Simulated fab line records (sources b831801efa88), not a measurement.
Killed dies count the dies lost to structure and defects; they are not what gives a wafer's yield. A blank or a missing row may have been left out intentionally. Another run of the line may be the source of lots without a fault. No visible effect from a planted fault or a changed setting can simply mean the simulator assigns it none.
The tool behind it: which one? | flow sky130 | 11 lots, 33 wafers sampled, at 4 steps of a route of 708

== WHAT THE GAUGES SHOWED, per wafer ==
SKY_VIA1_THK_MEAS_01.
lot  | measured     | on            | VIA1_HDPCVD_THK (nm)
L653 | day 32 17:38 | film-metro-04 | 1014 1026 1014
L654 | day 33 02:44 | film-metro-04 | 1018 1041 1042
L658 | day 34 07:45 | film-metro-04 | 1026 1032 1041
L656 | day 34 09:16 | film-metro-02 | 1023 1024 1050
L659 | day 34 12:15 | film-metro-02 | 1031 1018 1038
L660 | day 35 07:20 | film-metro-03 | 1026 1012 1022
L663 | day 35 23:59 | film-metro-03 | 1033 1030 1024
L664 | day 36 09:53 | film-metro-03 | 1025 1038 1024
L671 | day 38 11:36 | film-metro-02 | 1042 1035 1046
L672 | day 38 21:19 | film-metro-04 | 1034 1027 1031
L675 | day 39 07:50 | film-metro-03 | 1039 1035 1027

SKY_CAPM_THK_MEAS_01.
lot  | measured     | on            | CAPM_CVD_00_THK (nm)
L653 | day 36 07:22 | film-metro-01 | 15.12 15.42 15.30
L654 | day 36 14:46 | film-metro-04 | 15.34 15.39 15.81
L658 | day 37 19:44 | film-metro-03 | 15.38 15.19 15.91
L656 | day 37 20:43 | film-metro-04 | 15.20 15.51 15.35
L659 | day 37 22:47 | film-metro-01 | 15.37 15.52 15.47
L660 | day 38 20:18 | film-metro-03 | 14.42 14.41 14.44
L663 | day 39 09:50 | film-metro-03 | 15.39 15.11 15.50
L664 | day 39 18:54 | film-metro-01 | 14.62 14.54 14.55
L671 | day 41 15:50 | film-metro-03 | 15.31 15.64 15.56
L672 | day 42 03:47 | film-metro-01 | 15.47 15.56 15.55
L675 | day 42 13:12 | film-metro-01 | 15.52 15.63 15.70

== WHICH TOOL RAN EACH LOT (tool, then ch and the chambers of the sampled wafers, then the start) ==
lot  | SKY_CONTACT_ETCH_17                | SKY_CAPM_CVD_00
L653 | rie-diel-01 ch 1,2,3, day 31 12:16 | pecvd-02 ch 0,1,2, day 36 07:20
L654 | rie-diel-03 ch 0,2,3, day 31 20:39 | pecvd-02 ch 0,1,2, day 36 14:44
L658 | rie-diel-01 ch 0,1,3, day 33 01:56 | pecvd-02 ch 0,1,2, day 37 19:43
L656 | rie-diel-04 ch 0,1,3, day 33 04:01 | pecvd-01 ch 0,1,2, day 37 20:41
L659 | rie-diel-01 ch 2,3, day 33 07:35   | pecvd-02 ch 0,1, day 37 22:44
L660 | rie-diel-03 ch 0,1,3, day 34 02:07 | pecvd-02 ch 0,1, day 38 20:16
L663 | rie-diel-04 ch 0,1,2, day 34 19:20 | pecvd-04 ch 0,1, day 39 09:49
L664 | rie-diel-01 ch 1,2,3, day 35 04:40 | pecvd-02 ch 0,2, day 39 18:52
L671 | rie-diel-01 ch 0,2, day 37 08:08   | pecvd-04 ch 0,2, day 41 15:49
L672 | rie-diel-01 ch 1,2,3, day 37 17:00 | pecvd-01 ch 0,1,2, day 42 03:46
L675 | rie-diel-01 ch 0,3, day 38 04:47   | pecvd-01 ch 0,1,2, day 42 13:11
- SKY_CONTACT_ETCH_17: etches SiO2 in C4F8/O2/Ar, stops on Si3N4, target depth 340 nm.
- SKY_CAPM_CVD_00: deposits SiO2, target thk 15.5 nm.

== AS READ BY THE TOOLS THEMSELVES (means over the sampled wafers that have a number; for cases with no such wafer, the mark the record gives instead) ==
SKY_CONTACT_ETCH_17.
lot  | tool        | oes-product-au (a.u.)
L653 | rie-diel-01 | 0.888
L654 | rie-diel-03 | 0.887
L658 | rie-diel-01 | 0.891
L656 | rie-diel-04 | 0.890
L659 | rie-diel-01 | 0.884
L660 | rie-diel-03 | 0.891
L663 | rie-diel-04 | 0.890
L664 | rie-diel-01 | 0.891
L671 | rie-diel-01 | 0.892
L672 | rie-diel-01 | 0.893
L675 | rie-diel-01 | 0.888

SKY_CAPM_CVD_00.
lot  | tool     | heater-power-w (W) | rf-fwd-power-W (W)
L653 | pecvd-02 | 794                | 443.1
L654 | pecvd-02 | 712                | 442.2
L658 | pecvd-02 | 723                | 440.9
L656 | pecvd-01 | 692                | 440.2
L659 | pecvd-02 | 830                | 440.2
L660 | pecvd-02 | 704                | 368.1
L663 | pecvd-04 | 706                | 443.2
L664 | pecvd-02 | 879                | 367.8
L671 | pecvd-04 | 626                | 445.6
L672 | pecvd-01 | 713                | 441.6
L675 | pecvd-01 | 695                | 442.4

== THE ANSWER, worked out from the rows above alone ==
Rule: the lots themselves supply what counts as usual. The widest of any qualifying gaps counts: lots, ordered by their means at a reading, are off when they make up no more than a third of the lots, leave a main group of 4 or more, and stand apart from it by 3 or more times the standard deviation of that group's means. If all means in a main group match to the digits the tables above print for the reading, that group is not used. Also off: a lot with no number at a reading for which 4 or more lots have one. The other lots that the step has rows for count as sound. Order of review: gauges by route order, followed by the tools' own readings, for which a lot's mean as printed above is used. At the first step where some lot is off, the reading lying furthest off is the one used; lots without a number count as furthest.
Off: at SKY_CAPM_THK_MEAS_01 (CAPM_CVD_00_THK), L660, L664. Main group: mean 15.45 nm, sd 0.1.
If a tool, at a process step before that reading, ran all the lots that are off and no sound lot after the first of them, it fits. Not tried: the gauges at SKY_CAPM_THK_MEAS_01; whatever is off there is also off at SKY_CAPM_CVD_00, on other tools, and gauge error can't account for it. One candidate fits, namely pecvd-02 at SKY_CAPM_CVD_00. A fault onset in the window from L659 (day 37 22:44, its last sound lot) to L660 (day 38 20:16, its first lot off) fits.
The tool's own readings at SKY_CAPM_CVD_00 bear it out: on the lots that are off they differ by more than 5 times the standard deviation of the sound lots' means. rf-fwd-power-W reads 368.0 W there against 442.2 W on the sound lots.

== WHAT HAD BEEN PUT IN BY THE SIMULATOR ==
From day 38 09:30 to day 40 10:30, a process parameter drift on pecvd-02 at SKY_CAPM_CVD_00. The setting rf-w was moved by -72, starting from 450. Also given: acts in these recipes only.
Lots struck among those shown: L660, L664. The rule above found the same.
